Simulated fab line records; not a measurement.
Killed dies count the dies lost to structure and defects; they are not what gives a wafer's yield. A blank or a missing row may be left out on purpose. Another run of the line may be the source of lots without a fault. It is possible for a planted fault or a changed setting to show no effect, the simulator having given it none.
Which of the tools did it?    flow gf180mcu    13 lots, 39 wafers sampled, at 5 steps of a route of 602

== WHAT EACH GAUGE READ, for each wafer ==
GF_MVSD_TW_MEAS_11. Usual: MVSD_TW 1565, standard deviation 14.
lot   measured     on             MVSD_TW         flag
L305  day 4 12:01  film-metro-01  1575 1574 1571  
L307  day 5 00:45  film-metro-02  1562 1562 1571  
L308  day 5 04:02  film-metro-04  1547 1541 1554  
L309  day 5 09:04  film-metro-02  1573 1562 1566  
L310  day 5 18:01  film-metro-01  1572 1586 1570  
L311  day 5 20:07  film-metro-04  1532 1535 1534  
L312  day 6 03:07  film-metro-02  1559 1553 1548  
L316  day 7 02:24  film-metro-01  1580 1565 1576  
L318  day 7 15:49  film-metro-04  1557 1549 1554  
L321  day 8 09:22  film-metro-02  1572 1559 1571  
L325  day 9 06:37  film-metro-04  1552 1556 1550  
L326  day 9 14:10  film-metro-02  1573 1577 1572  
L327  day 9 18:13  film-metro-01  1584 1582 1585  

GF_MVPSD_TW_MEAS_11. Usual: MVPSD_TW 547, standard deviation 5.
lot   measured      on             MVPSD_TW     flag
L305  day 5 01:55   film-metro-04  539 541 541  
L307  day 5 14:59   film-metro-04  542 541 541  
L308  day 5 18:58   film-metro-01  550 553 551  
L309  day 5 23:10   film-metro-04  539 539 539  
L310  day 6 08:55   film-metro-04  543 544 542  
L311  day 6 11:34   film-metro-01  554 553 552  
L312  day 6 18:22   film-metro-04  546 543 543  
L316  day 7 19:07   film-metro-04  544 543 545  
L318  day 8 08:58   film-metro-01  550 551 554  
L321  day 9 02:47   film-metro-01  551 555 551  
L325  day 10 00:12  film-metro-02  546 546 548  
L326  day 10 08:29  film-metro-02  551 549 549  
L327  day 10 11:47  film-metro-04  539 538 541  

GF_VT_IMPLANT_TW_MEAS_10. Usual: VT_IMPLANT_TW 559, standard deviation 6.
lot   measured      on             VT_IMPLANT_TW  flag
L305  day 5 16:45   film-metro-03  566 566 565    
L307  day 6 05:28   film-metro-03  564 566 562    
L308  day 6 09:41   film-metro-03  562 563 565    
L309  day 6 14:23   film-metro-03  565 563 565    
L310  day 7 00:18   film-metro-03  563 561 563    
L311  day 7 02:59   film-metro-04  551 554 554    
L312  day 7 09:46   film-metro-04  557 552 554    
L316  day 8 11:42   film-metro-03  565 564 565    
L318  day 9 02:05   film-metro-03  587 588 590    OFF
L321  day 9 20:43   film-metro-01  588 587 585    OFF
L325  day 10 18:01  film-metro-01  560 561 558    
L326  day 11 02:38  film-metro-04  552 551 547    
L327  day 11 05:49  film-metro-03  563 565 561    

== WHAT TOOL EACH LOT RAN ON (gives the tool, then ch and the chambers of the sampled wafers, and finally the start) ==
lot   GF_MVPSD_STRIP_10                     GF_VT_IMPLANT_IMPLANT_08
L305  plasma-asher-03 ch 1, day 5 01:49     implanter-04 ch 0, day 5 16:31
L307  plasma-asher-04 ch 0,1, day 5 14:53   implanter-04 ch 0, day 6 05:13
L308  plasma-asher-04 ch 0,1, day 5 18:52   implanter-02 ch 0, day 6 09:28
L309  plasma-asher-03 ch 0,1, day 5 23:04   implanter-04 ch 0, day 6 14:09
L310  plasma-asher-01 ch 0,1, day 6 08:49   implanter-02 ch 0, day 7 00:04
L311  plasma-asher-04 ch 0,1, day 6 11:28   implanter-04 ch 0, day 7 02:46
L312  plasma-asher-03 ch 0,1, day 6 18:16   implanter-02 ch 0, day 7 09:32
L316  plasma-asher-04 ch 1, day 7 19:01     implanter-03 ch 0, day 8 11:27
L318  plasma-asher-04 ch 0,1, day 8 08:52   implanter-02 ch 0, day 9 01:50
L321  plasma-asher-04 ch 0,1, day 9 02:42   implanter-02 ch 0, day 9 20:29
L325  plasma-asher-04 ch 0,1, day 10 00:05  implanter-03 ch 0, day 10 17:47
L326  plasma-asher-03 ch 0,1, day 10 08:22  implanter-04 ch 0, day 11 02:24
L327  plasma-asher-01 ch 0,1, day 10 11:41  implanter-04 ch 0, day 11 05:34
- GF_MVPSD_STRIP_10: strips in O2/N2.
- GF_VT_IMPLANT_IMPLANT_08

== AS READ BY THE TOOLS THEMSELVES (means over the sampled wafers that have a number; for cases with no such wafer, the mark the record gives instead) ==
GF_MVPSD_STRIP_10. Usual: drypump-motor-current-A 5.6 A, standard deviation 0.58; heater-power-w 373 W, standard deviation 39; oes-product-au 0.722 a.u., standard deviation 0.0046; strip-time-to-endpoint-s 36.90 s, standard deviation 0.086.
lot   tool             drypump-motor-current-A (A)  heater-power-w (W)  oes-product-au (a.u.)  strip-time-to-endpoint-s (s)  flag
L305  plasma-asher-03  4.7                          303                 0.720                  36.81                         
L307  plasma-asher-04  5.8                          415                 0.721                  37.05                         
L308  plasma-asher-04  5.7                          415                 0.717                  36.87                         
L309  plasma-asher-03  5.1                          324                 0.726                  36.92                         
L310  plasma-asher-01  5.8                          353                 0.721                  36.96                         
L311  plasma-asher-04  5.3                          394                 0.721                  36.96                         
L312  plasma-asher-03  5.1                          315                 0.718                  36.84                         
L316  plasma-asher-04  6.2                          422                 0.722                  36.85                         
L318  plasma-asher-04  5.3                          399                 0.721                  36.78                         
L321  plasma-asher-04  5.7                          414                 0.722                  36.76                         
L325  plasma-asher-04  5.8                          414                 0.725                  36.85                         
L326  plasma-asher-03  5.1                          318                 0.721                  36.98                         
L327  plasma-asher-01  6.0                          369                 0.724                  36.96                         

GF_VT_IMPLANT_IMPLANT_08. Usual: beam-energy-keV 19.999, standard deviation 0.0067; beam-on-s 10.01 s, standard deviation 0.22; faraday-current-uA 46.7, standard deviation 0.99.
lot   tool          beam-energy-keV  beam-on-s (s)  faraday-current-uA  flag
L305  implanter-04  20.002           9.79           47.7                
L307  implanter-04  19.998           10.14          46.1                
L308  implanter-02  19.994           10.09          46.3                
L309  implanter-04  20.003           9.80           47.8                
L310  implanter-02  20.001           10.01          46.7                
L311  implanter-04  20.002           10.09          46.4                
L312  implanter-02  19.987           9.95           47.1                
L316  implanter-03  19.991           9.92           47.2                
L318  implanter-02  20.006           11.21          41.6                OFF
L321  implanter-02  19.999           11.22          41.8                OFF
L325  implanter-03  19.999           10.04          46.6                
L326  implanter-04  20.002           10.12          46.0                
L327  implanter-04  19.998           9.83           47.5                

== THE ANSWER, worked out from the rows above alone ==
Rule: a lot counts as off when the mean over its wafers that have a number is more than 3 standard deviations away from the usual mean. Also off: a lot with no number at a reading for which 4 or more lots have one. All remaining lots with rows at the step are treated as sound. The gauges are gone through in route order, then the tools' own readings, and for those a lot's mean is taken as printed above. At the first step where some lot is off, the reading lying furthest off is the one used; lots without a number count as furthest.
Off: at GF_VT_IMPLANT_TW_MEAS_10 (VT_IMPLANT_TW), L318, L321.
A tool fits if, at a process step before that reading, it ran every lot that is off, and no sound lot after the first of them. The gauges at GF_VT_IMPLANT_TW_MEAS_10 aren't tried: what is off there is off at GF_VT_IMPLANT_IMPLANT_08 too, on other tools, and a gauge's error can't cause that. One fits: GF_VT_IMPLANT_IMPLANT_08 on implanter-02. Its last sound lot is L312 (day 7 09:32), its first lot that is off L318 (day 9 01:50): a fault that began between those two fits.
The tool's own readings at GF_VT_IMPLANT_IMPLANT_08 bear it out: on the lots that are off they differ by more than 5 times the standard deviation of the sound lots' means. beam-on-s reads 11.21 s there against 9.98 s on the sound lots; faraday-current-uA reads 41.7 there against 46.9 on the sound lots.

== WHAT THE SIMULATOR HAD PUT IN ==
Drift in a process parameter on implanter-02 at GF_VT_IMPLANT_IMPLANT_08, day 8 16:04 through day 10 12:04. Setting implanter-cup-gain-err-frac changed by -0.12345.
Shown lots that were struck: L318, L321. The rule given above showed the same thing.
